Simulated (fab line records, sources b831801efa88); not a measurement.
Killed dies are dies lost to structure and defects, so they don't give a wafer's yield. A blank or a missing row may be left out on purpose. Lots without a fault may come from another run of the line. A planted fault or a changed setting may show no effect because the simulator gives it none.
A struck lot beside a sound one | flow sky130 | 23 steps out of a route of 708
Sound: wafers L647.4, L647.5, L647.6. Struck: wafers L658.2, L658.3, L658.5. The cause comes at the end.
At each step with rows: each side's tool, then ch and its chambers, then its first start. Under that, the readings that differ: sound wafers | struck wafers | difference of the means | sigmas: that difference in standard deviations of wafers without a fault.
alike: readings whose means differ by less than 2 such deviations, and words and numbers that are the same on both sides. not compared: withheld readings, readings that some wafer has no value for, bounds like >300 that may hide the same value, and numbers for which the record gives no deviation and whose values overlap.
The two part at a step that has a row with sigmas, a row that says differs or no value, or rows on one side only. Numbers that don't overlap but have no deviation are shown without sigmas and don't part them. A reading that every wafer of one side lacks parts them only if that side has two wafers or more.

SKY_VIA1_THK_MEAS_23: measures by xrf.
  sound on film_metro-03, day 34 12:47; struck on film_metro-01, day 38 04:17
  alike: VIA1_W_THK
SKY_VIA1_CMP_24: polishes, stops on SiO2, t overpolish 15 s, target thk 0 nm.
  sound on cmp-02 ch 0,1, day 34 12:52; struck on cmp-01 ch 0,2,3, day 38 04:23
  reading             | sound       | struck         | difference | sigmas
  motor_current_A (A) | 9.9 9.2 9.8 | 12.4 11.6 12.4 | +2.5       | +2
  alike: overpolish_run_s, time_to_endpoint_s
SKY_METAL2_SPUTTER_00: material Ti, target thk 15 nm, time 10 s.
  sound on pvd_sputter-01, day 34 13:07; struck on pvd_sputter-03, day 38 04:38
  alike: throttle_valve_pct
SKY_METAL2_SPUTTER_01: material TiN, target thk 20 nm, time 16.7 s.
  sound on pvd_sputter-01, day 34 13:08; struck on pvd_sputter-03, day 38 04:40
  alike: throttle_valve_pct
SKY_METAL2_SPUTTER_02: material AlCu, target thk 250 nm, time 13.3 s.
  sound on pvd_sputter-01, day 34 13:09; struck on pvd_sputter-03, day 38 04:41
  alike: throttle_valve_pct
then, 2 steps without rows for these wafers: SKY_METAL2_SPUTTER_03 (material Ti, target thk 5 nm, time 3.3 s); SKY_METAL2_SPUTTER_04 (material TiN, target thk 70 nm, time 58.3 s).
SKY_METAL2_RS_MEAS_05: measures by four-point-probe.
  sound on film_metro-01, day 34 13:19; struck on film_metro-02, day 38 04:48
  alike: METAL2_ALCU_RS
SKY_METAL2_THK_MEAS_06: measures by xrf.
  sound on film_metro-01, day 34 13:24; struck on film_metro-02, day 38 04:55
  alike: METAL2_ALCU_THK
then, 3 steps without rows for these wafers: SKY_METAL2_DEHYDRATE_07 (time 60 s); SKY_METAL2_HMDS_08 (prime time 60 s); SKY_METAL2_COAT_09 (resist thk 60 nm).
SKY_METAL2_COAT_10: resist thk 450 nm.
  sound on litho_track-02 ch 0, day 35 03:00; struck on litho_track-02 ch 0, day 38 17:00
  reading                                       | sound                | struck               | difference | sigmas
  spin_speed_rpm (rpm)                          | 3001.6 2999.7 3003.3 | 2939.8 2939.3 2940.2 | -61.8      | -34
  model.KrF-thick_of_METAL2_COAT_10.thk_nm (nm) | 451.1 451.2 452.6    | 454.5 453.8 453.9    | +2.4       |
then, 4 steps without rows for these wafers: SKY_METAL2_SOFTBAKE_11 (time 90 s); SKY_METAL2_EXPOSE_12 (exposes mask MM2, target cd 140 nm); SKY_METAL2_PEB_13; SKY_METAL2_DEVELOP_14 (develop time 60 s).
SKY_METAL2_CD_MEAS_15: target cd 140 nm.
  sound on cd_sem-01, day 35 16:22; struck on cd_sem-02, day 39 06:19
  alike: cd_nm
SKY_METAL2_OVL_MEAS_16:
  sound on overlay-01, day 35 16:26; struck on overlay-02, day 39 06:25
  alike: METAL2_OVL
then, 1 step without rows for these wafers: SKY_METAL2_DESCUM_17 (chemistry O2, time 8 s).
SKY_METAL2_ETCH_18: etches BARC in N2/H2, stops on SiO2, time 45.9 s, target depth 60 nm.
  sound on rie_metal-02 ch 0,1, day 35 16:31; struck on rie_metal-02 ch 0,1, day 39 06:29
  reading                                       | sound             | struck            | difference | sigmas
  model.KrF-thick_of_METAL2_COAT_10.thk_nm (nm) | 392.8 394.5 394.8 | 397.6 397.3 395.4 | +2.7       |
  alike: drypump_motor_current_A, oes_product_au, throttle_valve_pct
  not compared: rf_hours_counter_h
SKY_METAL2_METAL_ETCH_19: etches the open film in Cl2/BCl3, stops on SiO2, target depth 360 nm, time 78 s.
  sound on rie_metal-02 ch 0,1, day 35 16:35; struck on rie_metal-02 ch 0,1, day 39 06:33
  alike: drypump_motor_current_A, oes_product_au, throttle_valve_pct
  not compared: rf_hours_counter_h
-- the record jumps here: 10 days lie between the struck wafers' starts before and after (it left off in module METAL2 and takes up again in module PAD_OPEN, whose first step shown is number 708 of the route) --
SKY_PAD_OPEN_PROBE_99:
  sound on prober-01, day 46 05:39; struck on prober-02, day 48 23:16
  alike: defect_limited_yield, killed_at_M0_to_M3, killed_at_M4_up, killed_at_contacts, killed_at_front_end, killed_at_other, killed_dies, killed_open, killed_short, sort_bin_3_pad_short, sort_bin_5_function, sort_bin_6_memory, sort_n_pass, sort_yield_pct

WHERE THEY PART
First at SKY_VIA1_CMP_24; last, within this record, at SKY_METAL2_COAT_10. Later steps at which nothing parts them and some readings are alike: SKY_METAL2_CD_MEAS_15, SKY_METAL2_OVL_MEAS_16, SKY_METAL2_ETCH_18, SKY_METAL2_METAL_ETCH_19, SKY_PAD_OPEN_PROBE_99.

WHY: what the simulator had put in
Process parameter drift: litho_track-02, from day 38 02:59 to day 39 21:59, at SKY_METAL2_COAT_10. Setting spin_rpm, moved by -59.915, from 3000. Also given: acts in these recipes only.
